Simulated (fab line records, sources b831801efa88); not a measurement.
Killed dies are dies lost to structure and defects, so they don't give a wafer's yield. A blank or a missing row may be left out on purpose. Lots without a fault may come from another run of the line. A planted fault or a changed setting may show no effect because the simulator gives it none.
One fault seen from 2 desks | flow sky130 | each desk has only its own numbers; what lay behind them comes last

THE TOOL OWNER'S DESK: pvd_sputter-02
The tool's own readings at SKY_CAP2M_SPUTTER_02 (material TiN, target thk 200 nm, time 166.7 s): means of the sampled wafers that have a number, for each lot that ran on this tool. A lot is out of limits, marked OUT, if its mean lies more than 4 standard deviations from the usual mean; the brackets give that distance.
Columns: A = throttle_valve_pct at SKY_CAP2M_SPUTTER_02, usual 30.0 %
lot  | first seen here | A
L498 | day 40 18:07    | 30.2
L500 | day 40 23:39    | 30.0
L508 | day 42 14:32    | 30.0
L510 | day 43 05:28    | 30.1
L511 | day 43 06:59    | 30.5
This desk's finding: nothing out of limits on any of the 5 lots.

THE METROLOGY DESK
What the gauges read, lot by lot, whatever tool the lot ran on: means of the sampled wafers that have a number. A lot is out of limits, marked OUT, if its mean lies more than 4 standard deviations from the usual mean; the brackets give that distance.
Columns: A = VIA3_OVL at SKY_VIA3_OVL_MEAS_13, usual -4 nm; B = VIA3_W_THK at SKY_VIA3_THK_MEAS_23, usual 408 nm; C = CAP2M_TIN_RS at SKY_CAP2M_RS_MEAS_03, usual 6.89 ohm/sq; D = CAP2M_TIN_THK at SKY_CAP2M_THK_MEAS_04, usual 201.0 nm
lot  | first seen here | A   | B   | C               | D
L498 | day 40 16:13    | -10 | 411 | 6.95            | 200.4
L500 | day 40 22:01    | -5  | 402 | 6.80            | 204.6
L501 | day 40 22:34    | -6  | 402 | 6.87            | 199.0
L503 | day 41 01:13    | -3  | 411 | 6.98            | 197.5
L504 | day 41 17:43    | -8  | 406 | 6.93            | 197.8
L505 | day 41 20:49    | -5  | 410 | 6.95            | 198.9
L508 | day 42 12:52    | -5  | 411 | 6.88            | 202.0
L510 | day 43 03:49    | -4  | 412 | 6.37 (-8.2) OUT | 216.3 (+6.9) OUT
L511 | day 43 05:19    | -1  | 411 | 6.39 (-7.9) OUT | 215.5 (+6.6) OUT
L516 | day 45 01:52    | -5  | 407 | 6.84            | 201.3
L518 | day 45 07:46    | -2  | 412 | 6.88            | 202.1
This desk's finding: out of limits on L510, L511; first on L510, day 43 05:35 (CAP2M_TIN_RS at SKY_CAP2M_RS_MEAS_03). In limits: L498, L500, L501, L503, L504, L505, L508, L516, L518.

PUT TOGETHER
The metrology desk could have raised an alarm at day 43 05:35, on L510, L511.
The tool owner's desk saw nothing out of limits.
The tool owner's desk has L510, L511 on record, within its limits.
Of the lots named, all ran SKY_CAP2M_SPUTTER_02 on pvd_sputter-02.

WHAT THE SIMULATOR HAD PUT IN
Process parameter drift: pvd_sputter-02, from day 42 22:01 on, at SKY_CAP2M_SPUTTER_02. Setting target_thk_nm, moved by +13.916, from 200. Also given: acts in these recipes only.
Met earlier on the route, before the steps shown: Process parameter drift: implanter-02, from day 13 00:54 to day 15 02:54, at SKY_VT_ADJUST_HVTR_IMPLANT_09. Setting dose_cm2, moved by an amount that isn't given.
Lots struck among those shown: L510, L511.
Hours from the fault's start to each desk's first reading out of limits: the metrology desk, 8.
